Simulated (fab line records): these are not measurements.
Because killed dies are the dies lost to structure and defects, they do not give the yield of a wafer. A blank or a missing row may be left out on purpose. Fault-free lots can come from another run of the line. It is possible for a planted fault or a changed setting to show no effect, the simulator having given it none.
fab line records | flow gf180mcu
[record] lots = 7 | wafers = 21 | last-day = 34
route steps=602 shown LVPWELL@56 MVSD@66 MVPSD@78 VT_IMPLANT@90
lots with no fault: from the same line, run without faults
start-h: start of the lot's first displayed wafer, in hours after the record's first day | wait-h: hours elapsed since this lot's preceding step | " identical to the entry in the row above | L1.1+2: several wafers, shown together as one row | - no value present, or no start provided | * or withheld: withheld | < > ~ a bound
route shown NAME@n: a module of which the file shows steps, and the number in the route of the first | usual: the fault-free wafers' mean and standard deviation | same: alike in all rows | chamber/n: place in a boat | sites: the reading at each site | _std_site: the values' standard deviation | _edge_site: outer sites' mean less inner sites' | radius-mm: how far each site lies from the wafer's centre | mask NAME#n: copy n | behind: tool/chamber where the wafer was last shaped | hold: why the lot went on hold/how many hours it stayed there/how the hold came to an end | device: whichever transistor did not switch (one of n, p or np) | end of line: the route-end tests of the same wafers | where a step has no rows: the recipe by itself | killed: dies lost to structure and defects at the first sort, not the wafer's yield | map: per-die view of a wafer (x killed, . not killed, _ where there is no die)
set.NAME: the setting that was run; set.NAME@STEP: the one run at that earlier step | model.NAME: the simulator's own value behind a step, which no gauge read
lots seen at some steps along the route; tables by step, rows by wafer
services: a tool's chamber out of use, with start hour (start-h, from the record's first day; less than 0 if before it), hours out, and reason
[[steps]]
[step GF_LVPWELL_COAT_02]
[recipe] spin-rpm = 2000 | resist-thk-nm = 3000
[step GF_LVPWELL_SOFTBAKE_03]
[recipe] temp-c = 110 | time-s = withheld
[step GF_LVPWELL_EXPOSE_04]
[recipe] mask-id = LVPWELL | target-cd-nm = 600 | na = 0.6 | source-shape = conventional | sigma-outer = 0.6 | dose-mj = 260
[step GF_LVPWELL_PEB_05]
[recipe] temp-c = 115 | time-s = withheld
[step GF_LVPWELL_DEVELOP_06]
[recipe] wall-angle-deg = 90 | develop-time-s = 60 | dev-temp-c = 23
[step GF_LVPWELL_OVL_MEAS_07]
[usual] LVPWELL_OVL = -0.1/1.4
lot.wafer | tool       | chamber | start-h | wait-h | LVPWELL_OVL[nm]
L543.3    | overlay-02 | -       | 79.42   | -      | 1.0
L543.4    | "          | -       | "       | "      | 1.6
L543.5    | "          | -       | "       | "      | -1.1
L548.2    | overlay-02 | -       | 110.66  | -      | 0.4
L548.4    | "          | -       | "       | "      | 2.3
L548.6    | "          | -       | "       | "      | 0.0
L558.1    | overlay-02 | -       | 165.31  | -      | 0.1
L558.4    | "          | -       | "       | "      | -0.4
L558.5    | "          | -       | "       | "      | -0.3
L559.1    | overlay-02 | -       | 170.16  | -      | 1.3
L559.3    | "          | -       | "       | "      | 0.3
L559.4    | "          | -       | "       | "      | 1.9
L560.2    | overlay-01 | -       | 174.90  | -      | 0.9
L560.3    | "          | -       | "       | "      | 1.0
L560.6    | "          | -       | "       | "      | 2.2
L563.1    | overlay-02 | -       | 191.46  | -      | 0.2
L563.4    | "          | -       | "       | "      | -1.1
L563.6    | "          | -       | "       | "      | 1.2
L564.2    | overlay-02 | -       | 198.16  | -      | 0.5
L564.4    | "          | -       | "       | "      | -1.0
L564.5    | "          | -       | "       | "      | 0.5
[step GF_LVPWELL_IMPLANT_08]
[recipe] species = B | energy-kev = 170 | dose-cm2 = 1.5e+13 | tilt-deg = 0
[step GF_LVPWELL_IMPLANT_09]
[recipe] species = B | energy-kev = 60 | dose-cm2 = 5e+12 | tilt-deg = 0
[step GF_LVPWELL_STRIP_10]
[recipe] chemistry = O2/N2 | power-w = 1400 | pressure-mtorr = 1500 | platen-temp-c = 250 | o2-flow-sccm = 3000 | n2-flow-sccm = 300 | overash-fraction = 0.5
[usual] drypump-motor-current-A = 5.8/0.48 | heater-power-w = 329/41 | oes-product-au = 0.722/0.0041 | strip-time-to-endpoint-s = 36.99/0.11
lot.wafer | tool            | chamber | start-h | wait-h | drypump-motor-current-A | heater-power-w | oes-product-au | rf-hours-counter-h | strip-time-to-endpoint-s
L543.3    | plasma-asher-03 | 0       | 79.78   | 0.1    | 6.1                     | 328            | 0.731          | -                  | 37.02
L543.4    | "               | 1       | "       | "      | 5.5                     | 343            | 0.731          | -                  | 37.01
L543.5    | "               | 0       | "       | "      | 6.1                     | 313            | 0.722          | -                  | 37.07
L548.2    | plasma-asher-04 | 0       | 110.99  | 0.1    | 5.9                     | 284            | 0.722          | 46                 | 36.79
L548.4    | "               | 1       | "       | "      | 6.5                     | 350            | 0.721          | -                  | 36.82
L548.6    | "               | 1       | "       | "      | 6.4                     | 342            | 0.730          | -                  | 36.84
L558.1    | plasma-asher-03 | 0       | 165.64  | 0.1    | 6.1                     | 319            | 0.725          | 7                  | 37.06
L558.4    | "               | 0       | "       | "      | 6.1                     | 318            | 0.722          | -                  | 37.03
L558.5    | "               | 0       | "       | "      | 6.1                     | 325            | 0.723          | -                  | 37.03
L559.1    | plasma-asher-03 | 1       | 170.49  | 0.1    | 5.5                     | 349            | 0.727          | 7                  | 36.93
L559.3    | "               | 0       | "       | "      | 6.1                     | 327            | 0.723          | -                  | 37.00
L559.4    | "               | 1       | "       | "      | 5.6                     | 352            | 0.723          | -                  | 37.01
L560.2    | plasma-asher-03 | 1       | 175.23  | 0.1    | 5.5                     | 355            | 0.719          | 7                  | 36.93
L560.3    | "               | 0       | "       | "      | 6.1                     | 326            | 0.727          | -                  | 37.05
L560.6    | "               | 0       | "       | "      | 6.1                     | 326            | 0.720          | -                  | 37.14
L563.1    | plasma-asher-01 | 1       | 191.79  | 0.1    | 4.7                     | 273            | 0.723          | 58                 | 37.03
L563.4    | "               | 1       | "       | "      | 4.7                     | 282            | 0.723          | -                  | 36.92
L563.6    | "               | 0       | "       | "      | 5.7                     | 409            | 0.716          | -                  | 36.93
L564.2    | plasma-asher-04 | 0       | 198.49  | 0.1    | 5.9                     | 278            | 0.722          | 56                 | 36.97
L564.4    | "               | 1       | "       | "      | 6.4                     | 346            | 0.725          | -                  | 36.92
L564.5    | "               | 0       | "       | "      | 5.9                     | 278            | 0.722          | -                  | 37.07
[step GF_LVPWELL_TW_MEAS_11]
[usual] LVPWELL_TW = 555/7.4
lot.wafer | tool          | chamber | start-h | wait-h | LVPWELL_TW
L543.3    | film-metro-03 | -       | 79.87   | 0.1    | 554
L543.4    | "             | -       | "       | "      | 552
L543.5    | "             | -       | "       | "      | 554
L548.2    | film-metro-03 | -       | 111.10  | 0.1    | 546
L548.4    | "             | -       | "       | "      | 546
L548.6    | "             | -       | "       | "      | 548
L558.1    | film-metro-03 | -       | 165.74  | 0.1    | 551
L558.4    | "             | -       | "       | "      | 550
L558.5    | "             | -       | "       | "      | 550
L559.1    | film-metro-01 | -       | 170.59  | 0.1    | 565
L559.3    | "             | -       | "       | "      | 567
L559.4    | "             | -       | "       | "      | 566
L560.2    | film-metro-04 | -       | 175.34  | 0.1    | 564
L560.3    | "             | -       | "       | "      | 566
L560.6    | "             | -       | "       | "      | 560
L563.1    | film-metro-04 | -       | 191.89  | 0.1    | 565
L563.4    | "             | -       | "       | "      | 561
L563.6    | "             | -       | "       | "      | 562
L564.2    | film-metro-01 | -       | 198.60  | 0.1    | 562
L564.4    | "             | -       | "       | "      | 559
L564.5    | "             | -       | "       | "      | 560
[step GF_MVSD_DEHYDRATE_00]
[recipe] temp-c = 200 | time-s = 60
[step GF_MVSD_HMDS_01]
[recipe] prime-time-s = 60 | prime-temp-c = 120
[step GF_MVSD_COAT_02]
[recipe] spin-rpm = 2000 | resist-thk-nm = 3000
[usual] chill-plate-temp-C = 23.02/0.12 | dispense-pressure-kPa = 44.6/1.8
lot.wafer | tool           | chamber | start-h | wait-h | chill-plate-temp-C | dispense-pressure-kPa
L543.3    | litho-track-01 | 0       | 86.21   | 0.1    | 22.87              | 44.5
L543.4    | "              | 0       | "       | "      | 23.01              | 44.5
L543.5    | "              | 0       | "       | "      | 22.91              | 44.5
L548.2    | litho-track-04 | 0       | 117.83  | 0.1    | 22.96              | 47.2
L548.4    | "              | 0       | "       | "      | 22.94              | 47.1
L548.6    | "              | 0       | "       | "      | 22.98              | 47.2
L558.1    | litho-track-04 | -       | 173.56  | 0.1    | -                  | -
L558.4    | "              | -       | "       | "      | -                  | -
L558.5    | "              | -       | "       | "      | -                  | -
L559.1    | litho-track-02 | -       | 178.70  | 0.1    | -                  | -
L559.3    | "              | -       | "       | "      | -                  | -
L559.4    | "              | -       | "       | "      | -                  | -
L560.2    | litho-track-01 | -       | 183.43  | 0.1    | -                  | -
L560.3    | "              | -       | "       | "      | -                  | -
L560.6    | "              | -       | "       | "      | -                  | -
L563.1    | litho-track-02 | 0       | 199.90  | 0.1    | 23.03              | 42.6
L563.4    | "              | 0       | "       | "      | 23.24              | 42.6
L563.6    | "              | 0       | "       | "      | 23.00              | 42.6
L564.2    | litho-track-04 | 0       | 206.78  | 0.1    | 23.09              | 47.0
L564.4    | "              | 0       | "       | "      | 22.91              | 47.1
L564.5    | "              | 0       | "       | "      | 22.90              | 47.0
[step GF_MVSD_SOFTBAKE_03]
[recipe] temp-c = 110 | time-s = withheld
[step GF_MVSD_EXPOSE_04]
[recipe] mask-id = MVSD | target-cd-nm = 1000 | na = 0.6 | source-shape = conventional | sigma-outer = 0.6 | dose-mj = 260
[step GF_MVSD_PEB_05]
[recipe] temp-c = 115 | time-s = withheld
[step GF_MVSD_DEVELOP_06]
[recipe] wall-angle-deg = 90 | develop-time-s = 60 | dev-temp-c = 23
[step GF_MVSD_OVL_MEAS_07]
[usual] MVSD_OVL = 0.6/1.3
lot.wafer | tool       | chamber | start-h | wait-h | MVSD_OVL[nm]
L543.3    | overlay-02 | -       | 93.02   | -      | 1.0
L543.4    | "          | -       | "       | "      | 0.8
L543.5    | "          | -       | "       | "      | -1.4
L548.2    | overlay-02 | -       | 125.56  | -      | 1.1
L548.4    | "          | -       | "       | "      | -2.6
L548.6    | "          | -       | "       | "      | 0.9
L558.1    | overlay-02 | -       | 181.91  | -      | -
L558.4    | "          | -       | "       | "      | -
L558.5    | "          | -       | "       | "      | -
L559.1    | overlay-01 | -       | 187.15  | -      | -
L559.3    | "          | -       | "       | "      | -
L559.4    | "          | -       | "       | "      | -
L560.2    | overlay-02 | -       | 191.81  | -      | -
L560.3    | "          | -       | "       | "      | -
L560.6    | "          | -       | "       | "      | -
L563.1    | overlay-02 | -       | 208.66  | -      | -0.9
L563.4    | "          | -       | "       | "      | -0.5
L563.6    | "          | -       | "       | "      | -0.3
L564.2    | overlay-01 | -       | 215.41  | -      | -0.5
L564.4    | "          | -       | "       | "      | -0.5
L564.5    | "          | -       | "       | "      | -1.4
[step GF_MVSD_IMPLANT_08]
[recipe] species = P | energy-kev = 395.6 | dose-cm2 = 1.6e+13 | tilt-deg = 0
[step GF_MVSD_IMPLANT_09]
[recipe] species = P | energy-kev = 100 | dose-cm2 = 5e+12 | tilt-deg = 0
[step GF_MVSD_STRIP_10]
[recipe] chemistry = O2/N2 | power-w = 1400 | pressure-mtorr = 1500 | platen-temp-c = 250 | o2-flow-sccm = 3000 | n2-flow-sccm = 300 | overash-fraction = 0.5
[usual] drypump-motor-current-A = 6.0/0.35 | heater-power-w = 318/29 | oes-product-au = 0.723/0.0045 | strip-time-to-endpoint-s = 36.97/0.11
lot.wafer | tool            | chamber | start-h | wait-h | drypump-motor-current-A | heater-power-w | oes-product-au | rf-hours-counter-h | strip-time-to-endpoint-s
L543.3    | plasma-asher-03 | 1       | 93.38   | 0.1    | 5.6                     | 337            | 0.717          | -                  | 36.89
L543.4    | "               | 0       | "       | "      | 6.2                     | 316            | 0.720          | -                  | 36.85
L543.5    | "               | 1       | "       | "      | 5.5                     | 349            | 0.733          | -                  | 36.82
L548.2    | plasma-asher-04 | 0       | 125.89  | 0.1    | 5.9                     | 275            | 0.724          | 48                 | 37.14
L548.4    | "               | 1       | "       | "      | 6.5                     | 329            | 0.718          | -                  | 37.12
L548.6    | "               | 0       | "       | "      | 5.9                     | 280            | 0.716          | -                  | 37.14
L558.1    | plasma-asher-03 | 1       | 182.24  | 0.1    | 5.5                     | 356            | -              | 8                  | -
L558.4    | "               | 0       | "       | "      | 6.1                     | 322            | -              | -                  | -
L558.5    | "               | 1       | "       | "      | 5.5                     | 351            | -              | -                  | -
L559.1    | plasma-asher-02 | 0       | 187.49  | 0.1    | 6.4                     | 289            | -              | 34                 | -
L559.3    | "               | 1       | "       | "      | 5.6                     | 302            | -              | -                  | -
L559.4    | "               | 0       | "       | "      | 6.4                     | 282            | -              | -                  | -
L560.2    | plasma-asher-04 | 1       | 192.14  | 0.1    | 6.4                     | 333            | -              | 56                 | -
L560.3    | "               | 0       | "       | "      | 5.9                     | 275            | -              | -                  | -
L560.6    | "               | 1       | "       | "      | 6.5                     | 344            | -              | -                  | -
L563.1    | plasma-asher-04 | 0       | 208.99  | 0.1    | 5.9                     | 284            | 0.723          | 58                 | 37.04
L563.4    | "               | 0       | "       | "      | 5.9                     | 272            | 0.728          | -                  | 37.01
L563.6    | "               | 1       | "       | "      | 6.4                     | 343            | 0.722          | -                  | 36.99
L564.2    | plasma-asher-04 | 0       | 215.74  | 0.1    | 5.9                     | 274            | 0.715          | 58                 | 36.96
L564.4    | "               | 0       | "       | "      | 5.9                     | 274            | 0.717          | -                  | 36.88
L564.5    | "               | 1       | "       | "      | 6.4                     | 344            | 0.720          | -                  | 36.87
[step GF_MVSD_TW_MEAS_11]
[usual] MVSD_TW = 1573/22
lot.wafer | tool          | chamber | start-h | wait-h | MVSD_TW
L543.3    | film-metro-01 | -       | 93.46   | 0.1    | 1591
L543.4    | "             | -       | "       | "      | 1583
L543.5    | "             | -       | "       | "      | 1591
L548.2    | film-metro-03 | -       | 126.00  | 0.1    | 1544
L548.4    | "             | -       | "       | "      | 1544
L548.6    | "             | -       | "       | "      | 1547
L558.1    | film-metro-01 | -       | 182.34  | 0.1    | 1591
L558.4    | "             | -       | "       | "      | 1582
L558.5    | "             | -       | "       | "      | 1594
L559.1    | film-metro-01 | -       | 187.59  | 0.1    | 1588
L559.3    | "             | -       | "       | "      | 1582
L559.4    | "             | -       | "       | "      | 1603
L560.2    | film-metro-04 | -       | 192.25  | 0.1    | 1597
L560.3    | "             | -       | "       | "      | 1603
L560.6    | "             | -       | "       | "      | 1600
L563.1    | film-metro-01 | -       | 209.09  | 0.1    | 1581
L563.4    | "             | -       | "       | "      | 1582
L563.6    | "             | -       | "       | "      | 1589
L564.2    | film-metro-03 | -       | 215.85  | 0.1    | 1548
L564.4    | "             | -       | "       | "      | 1541
L564.5    | "             | -       | "       | "      | 1546
[step GF_MVPSD_DEHYDRATE_00]
[recipe] temp-c = 200 | time-s = 60
[step GF_MVPSD_HMDS_01]
[recipe] prime-time-s = 60 | prime-temp-c = 120
[step GF_MVPSD_COAT_02]
[recipe] spin-rpm = 2000 | resist-thk-nm = 3000
[step GF_MVPSD_SOFTBAKE_03]
[recipe] temp-c = 110 | time-s = withheld
[step GF_MVPSD_EXPOSE_04]
[recipe] mask-id = MVPSD | target-cd-nm = 1000 | na = 0.6 | source-shape = conventional | sigma-outer = 0.6 | dose-mj = 260
[step GF_MVPSD_PEB_05]
[recipe] temp-c = 115 | time-s = withheld
[step GF_MVPSD_DEVELOP_06]
[recipe] wall-angle-deg = 90 | develop-time-s = 60 | dev-temp-c = 23
[step GF_MVPSD_OVL_MEAS_07]
[usual] MVPSD_OVL = -0.3/1.4
lot.wafer | tool       | chamber | start-h | wait-h | MVPSD_OVL[nm]
L543.3    | overlay-01 | -       | 108.07  | -      | -0.6
L543.4    | "          | -       | "       | "      | -0.8
L543.5    | "          | -       | "       | "      | 0.9
L548.2    | overlay-02 | -       | 140.46  | -      | -2.6
L548.4    | "          | -       | "       | "      | -1.4
L548.6    | "          | -       | "       | "      | 0.2
L558.1    | overlay-01 | -       | 199.40  | -      | 0.0
L558.4    | "          | -       | "       | "      | -0.8
L558.5    | "          | -       | "       | "      | -0.5
L559.1    | overlay-01 | -       | 205.00  | -      | 2.4
L559.3    | "          | -       | "       | "      | 2.8
L559.4    | "          | -       | "       | "      | 1.7
L560.2    | overlay-02 | -       | 209.41  | -      | -1.6
L560.3    | "          | -       | "       | "      | -1.4
L560.6    | "          | -       | "       | "      | -2.7
L563.1    | overlay-01 | -       | 226.45  | -      | -0.1
L563.4    | "          | -       | "       | "      | -0.7
L563.6    | "          | -       | "       | "      | -1.5
L564.2    | overlay-01 | -       | 233.06  | -      | 1.6
L564.4    | "          | -       | "       | "      | 0.9
L564.5    | "          | -       | "       | "      | 0.5
[step GF_MVPSD_IMPLANT_08]
[recipe] species = B | energy-kev = 170 | dose-cm2 = 1.5e+13 | tilt-deg = 0
[step GF_MVPSD_IMPLANT_09]
[recipe] species = B | energy-kev = 40 | dose-cm2 = 5e+12 | tilt-deg = 0
[step GF_MVPSD_STRIP_10]
[recipe] chemistry = O2/N2 | power-w = 1400 | pressure-mtorr = 1500 | platen-temp-c = 250 | o2-flow-sccm = 3000 | n2-flow-sccm = 300 | overash-fraction = 0.5
[usual] drypump-motor-current-A = 5.9/0.52 | heater-power-w = 314/44 | oes-product-au = 0.722/0.0051 | strip-time-to-endpoint-s = 36.92/0.11
lot.wafer | tool            | chamber | start-h | wait-h | drypump-motor-current-A | heater-power-w | oes-product-au | rf-hours-counter-h | strip-time-to-endpoint-s
L543.3    | plasma-asher-01 | 0       | 108.43  | 0.1    | 5.7                     | 404            | 0.723          | -                  | 36.96
L543.4    | "               | 1       | "       | "      | 4.7                     | 281            | 0.720          | -                  | 36.97
L543.5    | "               | 1       | "       | "      | 4.7                     | 274            | 0.720          | -                  | 36.90
L548.2    | plasma-asher-01 | 1       | 140.79  | 0.1    | 4.7                     | 270            | 0.718          | 52                 | 36.86
L548.4    | "               | 1       | "       | "      | 4.7                     | 275            | 0.723          | -                  | 36.80
L548.6    | "               | 0       | "       | "      | 5.6                     | 408            | 0.725          | -                  | 36.88
L558.1    | plasma-asher-04 | 1       | 199.74  | 0.1    | 6.4                     | 340            | 0.716          | 57                 | 36.66
L558.4    | "               | 1       | "       | "      | 6.4                     | 339            | 0.721          | -                  | 36.80
L558.5    | "               | 0       | "       | "      | 5.9                     | 275            | 0.715          | -                  | 36.70
L559.1    | plasma-asher-04 | 1       | 205.34  | 0.1    | 6.4                     | 342            | 0.718          | 57                 | 37.10
L559.3    | "               | 1       | "       | "      | 6.4                     | 347            | 0.724          | -                  | 37.12
L559.4    | "               | 0       | "       | "      | 5.9                     | 283            | 0.718          | -                  | 37.08
L560.2    | plasma-asher-02 | 1       | 209.74  | 0.1    | 5.7                     | 298            | 0.726          | 37                 | 36.99
L560.3    | "               | 1       | "       | "      | 5.7                     | 304            | 0.721          | -                  | 36.90
L560.6    | "               | 0       | "       | "      | 6.4                     | 287            | 0.723          | -                  | 37.09
L563.1    | plasma-asher-02 | 1       | 226.79  | 0.1    | 5.6                     | 304            | 0.718          | 39                 | 36.90
L563.4    | "               | 1       | "       | "      | 5.6                     | 297            | 0.728          | -                  | 36.90
L563.6    | "               | 0       | "       | "      | 6.4                     | 284            | 0.714          | -                  | 36.81
L564.2    | plasma-asher-01 | 1       | 233.39  | 0.1    | 4.8                     | 271            | 0.723          | 63                 | 36.87
L564.4    | "               | 0       | "       | "      | 5.7                     | 409            | 0.719          | -                  | 36.79
L564.5    | "               | 1       | "       | "      | 4.7                     | 280            | 0.725          | -                  | 36.82
[step GF_MVPSD_TW_MEAS_11]
[usual] MVPSD_TW = 550/7.7
lot.wafer | tool          | chamber | start-h | wait-h | MVPSD_TW
L543.3    | film-metro-03 | -       | 108.51  | 0.1    | 540
L543.4    | "             | -       | "       | "      | 540
L543.5    | "             | -       | "       | "      | 540
L548.2    | film-metro-04 | -       | 140.90  | 0.1    | 556
L548.4    | "             | -       | "       | "      | 556
L548.6    | "             | -       | "       | "      | 554
L558.1    | film-metro-04 | -       | 199.84  | 0.1    | 1615
L558.4    | "             | -       | "       | "      | 1616
L558.5    | "             | -       | "       | "      | 1605
L559.1    | film-metro-03 | -       | 205.44  | 0.1    | 1570
L559.3    | "             | -       | "       | "      | 1561
L559.4    | "             | -       | "       | "      | 1565
L560.2    | film-metro-03 | -       | 209.85  | 0.1    | 1576
L560.3    | "             | -       | "       | "      | 1562
L560.6    | "             | -       | "       | "      | 1563
L563.1    | film-metro-04 | -       | 226.89  | 0.1    | 557
L563.4    | "             | -       | "       | "      | 556
L563.6    | "             | -       | "       | "      | 557
L564.2    | film-metro-01 | -       | 233.50  | 0.1    | 556
L564.4    | "             | -       | "       | "      | 551
L564.5    | "             | -       | "       | "      | 553
[step GF_VT_IMPLANT_DEHYDRATE_00]
[recipe] temp-c = 200 | time-s = 60
[step GF_VT_IMPLANT_HMDS_01]
[recipe] prime-time-s = 60 | prime-temp-c = 120
[step GF_VT_IMPLANT_COAT_02]
[recipe] resist = NOVOLAK | spin-rpm = 3000 | resist-thk-nm = 1000
[step GF_VT_IMPLANT_SOFTBAKE_03]
[recipe] temp-c = 90 | time-s = 60 | resist = NOVOLAK
[step GF_VT_IMPLANT_EXPOSE_04]
[recipe] mask-id = LVPWELL_LV_AREA | target-cd-nm = 600 | na = 0.6 | source-shape = conventional | sigma-outer = 0.6 | dose-mj = 140
[step GF_VT_IMPLANT_PEB_05]
[recipe] temp-c = withheld | time-s = * | resist = NOVOLAK
[step GF_VT_IMPLANT_DEVELOP_06]
[recipe] develop-time-s = 60 | dev-temp-c = 23
[step GF_VT_IMPLANT_OVL_MEAS_07]
[usual] VT_IMPLANT_OVL = -0.1/1.2
lot.wafer | tool       | chamber | start-h | wait-h | VT_IMPLANT_OVL[nm]
L543.3    | overlay-01 | -       | 122.92  | 0.1    | 0.1
L543.4    | "          | -       | "       | "      | -0.1
L543.5    | "          | -       | "       | "      | -0.9
L548.2    | overlay-02 | -       | 156.36  | 0.1    | 0.0
L548.4    | "          | -       | "       | "      | 0.2
L548.6    | "          | -       | "       | "      | -2.2
L558.1    | overlay-01 | -       | 216.91  | 0.1    | -1.3
L558.4    | "          | -       | "       | "      | -0.5
L558.5    | "          | -       | "       | "      | 1.6
L559.1    | overlay-02 | -       | 222.80  | 0.1    | -1.7
L559.3    | "          | -       | "       | "      | -1.0
L559.4    | "          | -       | "       | "      | -1.1
L560.2    | overlay-02 | -       | 227.16  | 0.1    | 1.4
L560.3    | "          | -       | "       | "      | -1.8
L560.6    | "          | -       | "       | "      | -0.8
L563.1    | overlay-02 | -       | 244.80  | 0.1    | 0.9
L563.4    | "          | -       | "       | "      | 1.9
L563.6    | "          | -       | "       | "      | 0.7
L564.2    | overlay-01 | -       | 252.16  | 0.1    | 0.0
L564.4    | "          | -       | "       | "      | -1.0
L564.5    | "          | -       | "       | "      | -0.7
[step GF_VT_IMPLANT_TW_MEAS_10]
[usual] VT_IMPLANT_TW = 555/6.7
lot.wafer | tool          | chamber | start-h | wait-h | VT_IMPLANT_TW
L543.3    | film-metro-03 | -       | 123.21  | 0.1    | 547
L543.4    | "             | -       | "       | "      | 547
L543.5    | "             | -       | "       | "      | 546
L548.2    | film-metro-02 | -       | 156.65  | 0.1    | 556
L548.4    | "             | -       | "       | "      | 555
L548.6    | "             | -       | "       | "      | 555
L558.1    | film-metro-04 | -       | 217.19  | 0.1    | 1605
L558.4    | "             | -       | "       | "      | 1606
L558.5    | "             | -       | "       | "      | 1616
L559.1    | film-metro-04 | -       | 223.09  | 0.1    | 1611
L559.3    | "             | -       | "       | "      | 1602
L559.4    | "             | -       | "       | "      | 1605
L560.2    | film-metro-02 | -       | 227.45  | 0.1    | 1586
L560.3    | "             | -       | "       | "      | 1583
L560.6    | "             | -       | "       | "      | 1576
L563.1    | film-metro-02 | -       | 245.09  | 0.1    | 549
L563.4    | "             | -       | "       | "      | 548
L563.6    | "             | -       | "       | "      | 549
L564.2    | film-metro-04 | -       | 252.45  | 0.1    | 562
L564.4    | "             | -       | "       | "      | 560
L564.5    | "             | -       | "       | "      | 564
[step GF_VT_IMPLANT_TW_MEAS_21]
[usual] VT_IMPLANT_2_TW = 1204/13
lot.wafer | tool          | chamber | start-h | wait-h | VT_IMPLANT_2_TW
L543.3    | film-metro-04 | -       | 138.36  | 0.1    | 1216
L543.4    | "             | -       | "       | "      | 1217
L543.5    | "             | -       | "       | "      | 1221
L548.2    | film-metro-02 | -       | 172.80  | 0.1    | 1199
L548.4    | "             | -       | "       | "      | 1209
L548.6    | "             | -       | "       | "      | 1203
L558.1    | film-metro-03 | -       | 235.24  | 0.1    | 1749
L558.4    | "             | -       | "       | "      | 1749
L558.5    | "             | -       | "       | "      | 1756
L559.1    | film-metro-04 | -       | 241.14  | 0.1    | 1795
L559.3    | "             | -       | "       | "      | 1778
L559.4    | "             | -       | "       | "      | 1780
L560.2    | film-metro-03 | -       | 245.90  | 0.1    | 1745
L560.3    | "             | -       | "       | "      | 1752
L560.6    | "             | -       | "       | "      | 1750
L563.1    | film-metro-03 | -       | 263.79  | 0.1    | 1196
L563.4    | "             | -       | "       | "      | 1191
L563.6    | "             | -       | "       | "      | 1194
L564.2    | film-metro-02 | -       | 271.50  | 0.1    | 1193
L564.4    | "             | -       | "       | "      | 1194
L564.5    | "             | -       | "       | "      | 1194
[step GF_VT_IMPLANT_TW_MEAS_32]
[usual] VT_IMPLANT_3_TW = 266/3
lot.wafer | tool          | chamber | start-h | wait-h | VT_IMPLANT_3_TW
L543.3    | film-metro-04 | -       | 154.11  | 0.1    | 269
L543.4    | "             | -       | "       | "      | 271
L543.5    | "             | -       | "       | "      | 270
L548.2    | film-metro-03 | -       | 190.10  | 0.1    | 264
L548.4    | "             | -       | "       | "      | 263
L548.6    | "             | -       | "       | "      | 263
L558.1    | film-metro-02 | -       | 253.89  | 0.1    | 1547
L558.4    | "             | -       | "       | "      | 1543
L558.5    | "             | -       | "       | "      | 1559
L559.1    | film-metro-02 | -       | 259.59  | 0.1    | 1551
L559.3    | "             | -       | "       | "      | 1548
L559.4    | "             | -       | "       | "      | 1551
L560.2    | film-metro-04 | -       | 264.20  | 0.1    | 1601
L560.3    | "             | -       | "       | "      | 1590
L560.6    | "             | -       | "       | "      | 1598
L563.1    | film-metro-02 | -       | 283.18  | 0.1    | 264
L563.4    | "             | -       | "       | "      | 262
L563.6    | "             | -       | "       | "      | 264
L564.2    | film-metro-04 | -       | 291.10  | 0.1    | 270
L564.4    | "             | -       | "       | "      | 269
L564.5    | "             | -       | "       | "      | 271
[step GF_VT_IMPLANT_TW_MEAS_43]
[usual] VT_IMPLANT_4_TW = 683/6.9
lot.wafer | tool          | chamber | start-h | wait-h | VT_IMPLANT_4_TW
L543.3    | film-metro-03 | -       | 170.01  | 0.1    | 681
L543.4    | "             | -       | "       | "      | 686
L543.5    | "             | -       | "       | "      | 679
L548.2    | film-metro-03 | -       | 206.95  | 0.1    | 678
L548.4    | "             | -       | "       | "      | 677
L548.6    | "             | -       | "       | "      | 678
L558.1    | film-metro-03 | -       | 272.83  | 0.1    | 1596
L558.4    | "             | -       | "       | "      | 1590
L558.5    | "             | -       | "       | "      | 1596
L559.1    | film-metro-02 | -       | 279.08  | 0.1    | 1590
L559.3    | "             | -       | "       | "      | 1597
L559.4    | "             | -       | "       | "      | 1582
L560.2    | film-metro-03 | -       | 283.50  | 0.1    | 1600
L560.3    | "             | -       | "       | "      | 1596
L560.6    | "             | -       | "       | "      | 1600
L563.1    | film-metro-03 | -       | 303.44  | 0.1    | 682
L563.4    | "             | -       | "       | "      | 681
L563.6    | "             | -       | "       | "      | 677
L564.2    | film-metro-04 | -       | 311.40  | 0.1    | 692
L564.4    | "             | -       | "       | "      | 696
L564.5    | "             | -       | "       | "      | 696
[[services]]
tool            | chamber | start-h | hours | kind
plasma-asher-03 | -       | 108.82  | 9.0   | pm
plasma-asher-03 | 0       | 108.82  | 9.0   | vent-cycle
plasma-asher-03 | 1       | 108.82  | 9.0   | vent-cycle
plasma-asher-04 | -       | 117.45  | 1.4   | repair
plasma-asher-03 | 0       | 117.82  | -     | clean
plasma-asher-03 | 1       | 117.82  | -     | clean
plasma-asher-02 | -       | 118.82  | 37.0  | pm
plasma-asher-01 | -       | 126.71  | 4.3   | pm
plasma-asher-04 | -       | 146.29  | 1.3   | repair
plasma-asher-02 | -       | 176.97  | 2.5   | repair
plasma-asher-04 | -       | 212.33  | 1.6   | repair
plasma-asher-03 | -       | 225.90  | 2.8   | pm
[[key]]
[first-sign] step = GF_MVSD_COAT_02 | reading = tool-record | direction = missing
[effect] step = GF_MVSD_OVL_MEAS_07 | reading = MVSD_OVL | direction = missing
[effect] step = GF_MVPSD_TW_MEAS_11 | reading = MVPSD_TW | direction = up | sigmas = 99+ | usual = 550 | struck = 1582
[effect] step = GF_VT_IMPLANT_TW_MEAS_10 | reading = VT_IMPLANT_TW | direction = up | sigmas = 99+ | usual = 555 | struck = 1599
[effect] step = GF_VT_IMPLANT_TW_MEAS_21 | reading = VT_IMPLANT_2_TW | direction = up | sigmas = 44 | usual = 1204 | struck = 1761
[effect] step = GF_VT_IMPLANT_TW_MEAS_32 | reading = VT_IMPLANT_3_TW | direction = up | sigmas = 99+ | usual = 266 | struck = 1565
[effect] step = GF_VT_IMPLANT_TW_MEAS_43 | reading = VT_IMPLANT_4_TW | direction = up | sigmas = 99+ | usual = 683 | struck = 1594
met-at GF_MVSD_COAT_02
struck-wafers L558.1,L558.4,L558.5,L559.1,L559.3,L559.4,L560.2,L560.3,L560.6
sort-left-out L558.1,L558.4,L558.5,L559.1,L559.3,L559.4,L560.2,L560.3,L560.6
tester-left-out L558,L559,L560
onset-between 117.83 173.56
[fault] kind = skipped-step-whole | tool = litho-track-01,litho-track-02,litho-track-04 | chamber = - | onset-h = 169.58 | steps = GF_MVSD_COAT_02 | scope = struck-lots-only
// tester-left-out: of these lots the tester's yield and bins aren't shown, on N5 and GAA mostly nor the transistor test; their killed dies are dies lost to structure and defects alone, not to doping, threshold or leakage, so they don't give the yield
// sort-left-out: the simulated sort isn't trusted on such a fault, so these wafers' sort isn't shown, and their yield isn't known
